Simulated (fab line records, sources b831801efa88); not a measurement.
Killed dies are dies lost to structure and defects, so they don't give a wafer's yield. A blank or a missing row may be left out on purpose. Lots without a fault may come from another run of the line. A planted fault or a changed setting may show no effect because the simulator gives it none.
Which tool did it? | flow sky130 | 24 lots, 72 wafers sampled, at 6 steps of a route of 708

WHAT THE GAUGES READ, wafer by wafer
SKY_METAL5_RS_MEAS_05: measures by four-point-probe.
lot  | measured     | on            | METAL5_ALCU_RS (ohm/sq)
L074 | day 43 10:23 | film_metro-02 | 0.0268 0.0269 0.0269
L075 | day 43 12:01 | film_metro-03 | 0.0266 0.0275 0.0266
L076 | day 43 19:59 | film_metro-03 | 0.0266 0.0269 0.0275
L077 | day 43 21:26 | film_metro-04 | 0.0267 0.0270 0.0270
L078 | day 44 14:28 | film_metro-03 | 0.0267 0.0268 0.0267
L079 | day 45 00:03 | film_metro-02 | 0.0271 0.0274 0.0268
L080 | day 45 03:40 | film_metro-03 | 0.0267 0.0270 0.0267
L081 | day 45 05:44 | film_metro-02 | 0.0271 0.0275 0.0278
L082 | day 45 10:23 | film_metro-02 | 0.0268 0.0273 0.0274
L083 | day 45 19:43 | film_metro-02 | 0.0275 0.0269 0.0265
L084 | day 45 20:31 | film_metro-02 | 0.0273 0.0273 0.0274
L086 | day 46 11:50 | film_metro-04 | 0.0273 0.0270 0.0272
L085 | day 46 13:17 | film_metro-04 | 0.0272 0.0268 0.0270
L087 | day 47 08:58 | film_metro-04 | 0.0276 0.0273 0.0272
L088 | day 47 06:26 | film_metro-04 | 0.0272 0.0263 0.0271
L089 | day 47 02:10 | film_metro-03 | 0.0274 0.0274 0.0275
L090 | day 47 11:26 | film_metro-03 | 0.0275 0.0276 0.0274
L091 | day 48 01:02 | film_metro-03 | 0.0270 0.0271 0.0270
L092 | day 47 23:31 | film_metro-02 | 0.0272 0.0270 0.0270
L093 | day 48 07:44 | film_metro-04 | 0.0274 0.0274 0.0272
L094 | day 48 08:39 | film_metro-03 | 0.0276 0.0273 0.0273
L095 | day 48 13:01 | film_metro-04 | 0.0271 0.0274 0.0273
L097 | day 48 19:25 | film_metro-03 | 0.0275 0.0269 0.0269
L096 | day 49 00:08 | film_metro-03 | 0.0272 0.0270 0.0272

WHICH TOOL RAN EACH LOT (tool, then ch and the chambers of the sampled wafers, then the start)
lot  | SKY_GATE_OXIDE_STRIP_13              | SKY_LOCAL_INTERCONNECT_METAL_ETCH_14 | SKY_VIA2_CMP_02               | SKY_VIA2_CVD_21               | SKY_METAL5_SPUTTER_01
L074 | plasma_asher-04 ch 0,1, day 13 19:04 | rie_metal-04 ch 0,1, day 30 17:05    | cmp-02 ch 2,3, day 35 23:06   | cvd_w-01 ch 0,1, day 36 22:51 | pvd_sputter-01, day 43 10:12
L075 | plasma_asher-03 ch 0,1, day 14 02:28 | rie_metal-03 ch 0,1, day 30 17:18    | cmp-01 ch 0,1,3, day 35 23:13 | cvd_w-02 ch 0,1, day 36 22:59 | pvd_sputter-04, day 43 11:52
L076 | plasma_asher-04 ch 0,1, day 14 14:58 | rie_metal-03 ch 0,1, day 31 03:58    | cmp-01 ch 0,1,2, day 36 09:31 | cvd_w-02 ch 0,1, day 37 11:25 | pvd_sputter-04, day 43 19:47
L077 | plasma_asher-04 ch 0,1, day 14 22:40 | rie_metal-01 ch 0,1, day 31 07:47    | cmp-01 ch 1,2,3, day 36 12:45 | cvd_w-01 ch 0,1, day 37 14:21 | pvd_sputter-02, day 43 21:17
L078 | plasma_asher-04 ch 0,1, day 15 09:36 | rie_metal-01 ch 0,1, day 32 03:59    | cmp-01 ch 1,3, day 37 02:32   | cvd_w-01 ch 0, day 38 04:01   | pvd_sputter-04, day 44 14:19
L079 | plasma_asher-01 ch 0,1, day 15 14:39 | rie_metal-03 ch 0,1, day 32 15:44    | cmp-02 ch 1,2,3, day 37 17:44 | cvd_w-01 ch 0,1, day 38 20:46 | pvd_sputter-02, day 44 23:54
L080 | plasma_asher-01 ch 0,1, day 15 23:55 | rie_metal-01 ch 0,1, day 32 16:40    | cmp-01 ch 0,2,3, day 37 18:04 | cvd_w-01 ch 0,1, day 38 20:56 | pvd_sputter-02, day 45 03:31
L081 | plasma_asher-03 ch 0,1, day 16 02:27 | rie_metal-04 ch 0,1, day 32 16:05    | cmp-02 ch 0,1,2, day 37 19:07 | cvd_w-01 ch 0,1, day 38 21:16 | pvd_sputter-04, day 45 05:35
L082 | plasma_asher-03 ch 0,1, day 16 17:04 | rie_metal-04 ch 0,1, day 33 01:56    | cmp-01 ch 0,2,3, day 38 00:23 | cvd_w-01 ch 0,1, day 39 02:36 | pvd_sputter-02, day 45 10:13
L083 | plasma_asher-01 ch 0,1, day 17 04:07 | rie_metal-03 ch 0,1, day 33 15:14    | cmp-02 ch 1,2, day 38 15:48   | cvd_w-01 ch 0,1, day 39 17:32 | pvd_sputter-04, day 45 19:34
L084 | plasma_asher-04 ch 0,1, day 17 07:49 | rie_metal-01 ch 0,1, day 33 15:19    | cmp-01 ch 0,1,2, day 38 16:49 | cvd_w-02 ch 0,1, day 39 19:10 | pvd_sputter-01, day 45 20:21
L086 | plasma_asher-01 ch 0,1, day 18 05:22 | rie_metal-01 ch 0,1, day 34 11:46    | cmp-02 ch 0,2, day 39 05:48   | cvd_w-02 ch 0,1, day 40 08:02 | pvd_sputter-01, day 46 11:40
L085 | plasma_asher-03 ch 0,1, day 18 05:39 | rie_metal-01 ch 0,1, day 34 14:22    | cmp-01 ch 0,1,2, day 39 07:54 | cvd_w-02 ch 0,1, day 40 10:16 | pvd_sputter-02, day 46 13:08
L087 | plasma_asher-04 ch 0,1, day 18 16:12 | rie_metal-03 ch 0, day 35 21:34      | cmp-02 ch 0,1,2, day 40 09:04 | cvd_w-01 ch 0,1, day 41 10:25 | pvd_sputter-01, day 47 08:50
L088 | plasma_asher-01 ch 0,1, day 18 16:18 | rie_metal-04 ch 0,1, day 35 21:05    | cmp-02 ch 0,2,3, day 40 05:40 | cvd_w-01 ch 0,1, day 41 07:08 | pvd_sputter-04, day 47 06:17
L089 | plasma_asher-01 ch 0,1, day 18 23:12 | rie_metal-03 ch 0,1, day 35 20:07    | cmp-02 ch 0,1,2, day 40 03:07 | cvd_w-01 ch 0,1, day 41 04:14 | pvd_sputter-02, day 47 02:01
L090 | plasma_asher-04 ch 0,1, day 19 04:38 | rie_metal-03 ch 0,1, day 35 22:32    | cmp-02 ch 0,2,3, day 40 09:25 | cvd_w-01 ch 0,1, day 41 10:52 | pvd_sputter-01, day 47 11:16
L091 | plasma_asher-01 ch 0,1, day 19 21:13 | rie_metal-04 ch 1, day 36 18:57      | cmp-02 ch 0,3, day 41 04:26   | cvd_w-02 ch 0,1, day 42 06:47 | pvd_sputter-02, day 48 00:54
L092 | plasma_asher-04 ch 0,1, day 20 06:58 | rie_metal-01 ch 1, day 36 16:49      | cmp-02 ch 0,1,3, day 41 03:22 | cvd_w-02 ch 0,1, day 42 04:41 | pvd_sputter-01, day 47 23:23
L093 | plasma_asher-04 ch 0,1, day 20 16:54 | rie_metal-04 ch 0,1, day 36 21:07    | cmp-01 ch 1,2,3, day 41 10:21 | cvd_w-02 ch 0,1, day 42 11:36 | pvd_sputter-01, day 48 07:34
L094 | plasma_asher-03 ch 0,1, day 20 22:04 | rie_metal-03 ch 0,1, day 36 23:43    | cmp-01 ch 0,2,3, day 41 10:33 | cvd_w-01 ch 0,1, day 42 12:05 | pvd_sputter-01, day 48 08:30
L095 | plasma_asher-04 ch 0,1, day 21 09:50 | rie_metal-03 ch 0,1, day 37 14:49    | cmp-01 ch 0,1,2, day 41 22:48 | cvd_w-01 ch 0,1, day 42 23:42 | pvd_sputter-02, day 48 12:52
L097 | plasma_asher-01 ch 0,1, day 21 16:38 | rie_metal-04 ch 0,1, day 37 20:08    | cmp-01 ch 0,1,2, day 42 05:42 | cvd_w-02 ch 0,1, day 43 06:09 | pvd_sputter-04, day 48 19:14
L096 | plasma_asher-03 ch 0,1, day 21 17:03 | rie_metal-03 ch 1, day 37 22:47      | cmp-01 ch 0,1,2, day 42 10:30 | cvd_w-01 ch 0,1, day 43 11:16 | pvd_sputter-04, day 48 23:59
- SKY_GATE_OXIDE_STRIP_13: strips in O2/N2.
- SKY_LOCAL_INTERCONNECT_METAL_ETCH_14: etches TiN in Cl2/BCl3, stops on PSG, target depth 110 nm, time 31.4 s.
- SKY_VIA2_CMP_02: polishes SiO2.
- SKY_VIA2_CVD_21: deposits W, target thk 420 nm, time 126.4 s.
- SKY_METAL5_SPUTTER_01: material TiN, target thk 20 nm, time 16.7 s.

WHAT THE TOOLS THEMSELVES READ (means of the sampled wafers that have a number; where no wafer has one, the mark that the record gives instead)
SKY_GATE_OXIDE_STRIP_13.
lot  | tool            | drypump_motor_current_A (A) | oes_product_au (a.u.) | strip_time_to_endpoint_s (s)
L074 | plasma_asher-04 | 6.1                         | 0.720                 | 14.15
L075 | plasma_asher-03 | 5.4                         | 0.715                 | 14.21
L076 | plasma_asher-04 | 6.3                         | 0.719                 | 14.16
L077 | plasma_asher-04 | 6.3                         | 0.712                 | 14.16
L078 | plasma_asher-04 | 6.1                         | 0.714                 | 14.20
L079 | plasma_asher-01 | 5.1                         | 0.713                 | 14.15
L080 | plasma_asher-01 | 5.0                         | 0.714                 | 14.14
L081 | plasma_asher-03 | 5.4                         | 0.721                 | 14.17
L082 | plasma_asher-03 | 5.4                         | 0.717                 | 14.22
L083 | plasma_asher-01 | 4.9                         | 0.721                 | 14.18
L084 | plasma_asher-04 | 6.1                         | 0.717                 | 14.14
L086 | plasma_asher-01 | 5.1                         | 0.714                 | 14.16
L085 | plasma_asher-03 | 5.5                         | 0.716                 | 14.21
L087 | plasma_asher-04 | 6.1                         | 0.715                 | 14.13
L088 | plasma_asher-01 | 4.9                         | 0.712                 | 14.13
L089 | plasma_asher-01 | 5.1                         | 0.717                 | 14.19
L090 | plasma_asher-04 | 6.4                         | 0.711                 | 14.19
L091 | plasma_asher-01 | 5.0                         | 0.718                 | 14.18
L092 | plasma_asher-04 | 6.3                         | 0.714                 | 14.22
L093 | plasma_asher-04 | 6.4                         | 0.713                 | 14.21
L094 | plasma_asher-03 | 5.5                         | 0.715                 | 14.18
L095 | plasma_asher-04 | 6.3                         | 0.718                 | 14.23
L097 | plasma_asher-01 | 5.0                         | 0.717                 | 14.07
L096 | plasma_asher-03 | 5.4                         | 0.716                 | 14.17

SKY_LOCAL_INTERCONNECT_METAL_ETCH_14.
lot  | tool         | drypump_motor_current_A (A) | oes_product_au (a.u.) | throttle_valve_pct (%)
L074 | rie_metal-04 | 5.2                         | 0.941                 | 21.901
L075 | rie_metal-03 | 6.0                         | 0.936                 | 21.897
L076 | rie_metal-03 | 6.0                         | 0.942                 | 21.902
L077 | rie_metal-01 | 5.8                         | 0.941                 | 21.895
L078 | rie_metal-01 | 5.8                         | 0.932                 | 21.905
L079 | rie_metal-03 | 6.2                         | 0.945                 | 21.894
L080 | rie_metal-01 | 5.8                         | 0.936                 | 21.903
L081 | rie_metal-04 | 5.2                         | 0.934                 | 21.914
L082 | rie_metal-04 | 5.2                         | 0.938                 | 21.902
L083 | rie_metal-03 | 6.2                         | 0.943                 | 21.900
L084 | rie_metal-01 | 5.6                         | 0.947                 | 21.900
L086 | rie_metal-01 | 5.8                         | 0.951                 | 21.896
L085 | rie_metal-01 | 5.6                         | 0.943                 | 21.898
L087 | rie_metal-03 | 6.5                         | 0.943                 | 21.902
L088 | rie_metal-04 | 5.5                         | 0.942                 | 21.898
L089 | rie_metal-03 | 6.0                         | 0.927                 | 21.906
L090 | rie_metal-03 | 6.2                         | 0.939                 | 21.899
L091 | rie_metal-04 | 5.0                         | 0.937                 | 21.895
L092 | rie_metal-01 | 5.4                         | 0.937                 | 21.898
L093 | rie_metal-04 | 5.2                         | 0.935                 | 21.905
L094 | rie_metal-03 | 6.2                         | 0.951                 | 21.897
L095 | rie_metal-03 | 6.0                         | 0.944                 | 21.896
L097 | rie_metal-04 | 5.2                         | 0.934                 | 21.899
L096 | rie_metal-03 | 5.7                         | 0.928                 | 21.907

SKY_VIA2_CMP_02.
lot  | tool   | edge_zone_pressure_frac | motor_current_A (A) | slurry_flow_ml_min
L074 | cmp-02 | 0.997                   | 10.9                | 150.2
L075 | cmp-01 | 0.999                   | 12.6                | 149.7
L076 | cmp-01 | 1.002                   | 12.3                | 149.6
L077 | cmp-01 | 1.001                   | 12.0                | 149.9
L078 | cmp-01 | 1.001                   | 13.8                | 149.5
L079 | cmp-02 | 0.997                   | 11.4                | 150.0
L080 | cmp-01 | 0.997                   | 11.2                | 149.7
L081 | cmp-02 | 0.996                   | 12.6                | 149.9
L082 | cmp-01 | 1.000                   | 11.5                | 150.0
L083 | cmp-02 | 1.009                   | 11.6                | 150.0
L084 | cmp-01 | 1.003                   | 12.7                | 149.8
L086 | cmp-02 | 0.993                   | 12.2                | 150.0
L085 | cmp-01 | 1.003                   | 12.3                | 150.0
L087 | cmp-02 | 0.997                   | 12.8                | 149.7
L088 | cmp-02 | 0.998                   | 11.9                | 150.2
L089 | cmp-02 | 0.997                   | 12.7                | 150.4
L090 | cmp-02 | 0.993                   | 12.2                | 150.2
L091 | cmp-02 | 0.999                   | 11.7                | 149.6
L092 | cmp-02 | 1.000                   | 12.3                | 149.9
L093 | cmp-01 | 0.995                   | 12.1                | 149.8
L094 | cmp-01 | 1.002                   | 11.3                | 149.9
L095 | cmp-01 | 0.997                   | 12.3                | 149.6
L097 | cmp-01 | 1.003                   | 12.4                | 150.1
L096 | cmp-01 | 1.002                   | 12.1                | 150.0

SKY_VIA2_CVD_21.
lot  | tool     | heater_power_outer_w (W) | heater_power_w (W)
L074 | cvd_w-01 | 566                      | 913
L075 | cvd_w-02 | 649                      | 1045
L076 | cvd_w-02 | 678                      | 1028
L077 | cvd_w-01 | 557                      | 935
L078 | cvd_w-01 | 649                      | 975
L079 | cvd_w-01 | 567                      | 922
L080 | cvd_w-01 | 570                      | 915
L081 | cvd_w-01 | 566                      | 923
L082 | cvd_w-01 | 572                      | 922
L083 | cvd_w-01 | 604                      | 954
L084 | cvd_w-02 | 667                      | 974
L086 | cvd_w-02 | 618                      | 981
L085 | cvd_w-02 | 633                      | 984
L087 | cvd_w-01 | 563                      | 920
L088 | cvd_w-01 | 576                      | 927
L089 | cvd_w-01 | 573                      | 911
L090 | cvd_w-01 | 566                      | 924
L091 | cvd_w-02 | 621                      | 980
L092 | cvd_w-02 | 624                      | 972
L093 | cvd_w-02 | 646                      | 1006
L094 | cvd_w-01 | 574                      | 913
L095 | cvd_w-01 | 572                      | 933
L097 | cvd_w-02 | 630                      | 980
L096 | cvd_w-01 | 562                      | 923

SKY_METAL5_SPUTTER_01.
lot  | tool           | throttle_valve_pct (%)
L074 | pvd_sputter-01 | 29.8
L075 | pvd_sputter-04 | 29.7
L076 | pvd_sputter-04 | 30.0
L077 | pvd_sputter-02 | 30.8
L078 | pvd_sputter-04 | 31.0
L079 | pvd_sputter-02 | 29.8
L080 | pvd_sputter-02 | 30.5
L081 | pvd_sputter-04 | 29.6
L082 | pvd_sputter-02 | 29.5
L083 | pvd_sputter-04 | 30.5
L084 | pvd_sputter-01 | 29.9
L086 | pvd_sputter-01 | 30.4
L085 | pvd_sputter-02 | 30.8
L087 | pvd_sputter-01 | 30.9
L088 | pvd_sputter-04 | 30.1
L089 | pvd_sputter-02 | 30.2
L090 | pvd_sputter-01 | 31.1
L091 | pvd_sputter-02 | 30.3
L092 | pvd_sputter-01 | 30.6
L093 | pvd_sputter-01 | 30.0
L094 | pvd_sputter-01 | 30.6
L095 | pvd_sputter-02 | 30.7
L097 | pvd_sputter-04 | 29.8
L096 | pvd_sputter-04 | 30.6

THE ANSWER, worked out from the rows above alone
Rule: what is usual is taken from the lots themselves. Put in order of their means at a reading, lots are off if they are a third of the lots or fewer, leave a main group of 4 or more, and stand apart from it by a gap of 3 or more times the standard deviation of the main group's means; of several such gaps the widest counts. A main group whose means are all the same, to the digits that the tables above print for the reading, isn't used. A lot without any number at a reading at which 4 lots or more have one is off too. The other lots that the step has rows for count as sound. The gauges are gone through in route order, then the tools' own readings, and for those a lot's mean is taken as printed above. The first step at which some lot is off is used, and at that step the reading that is off furthest; a lot without a number counts as furthest.
No lot is off at any reading shown: from this, nothing can be told.

WHAT THE SIMULATOR HAD PUT IN
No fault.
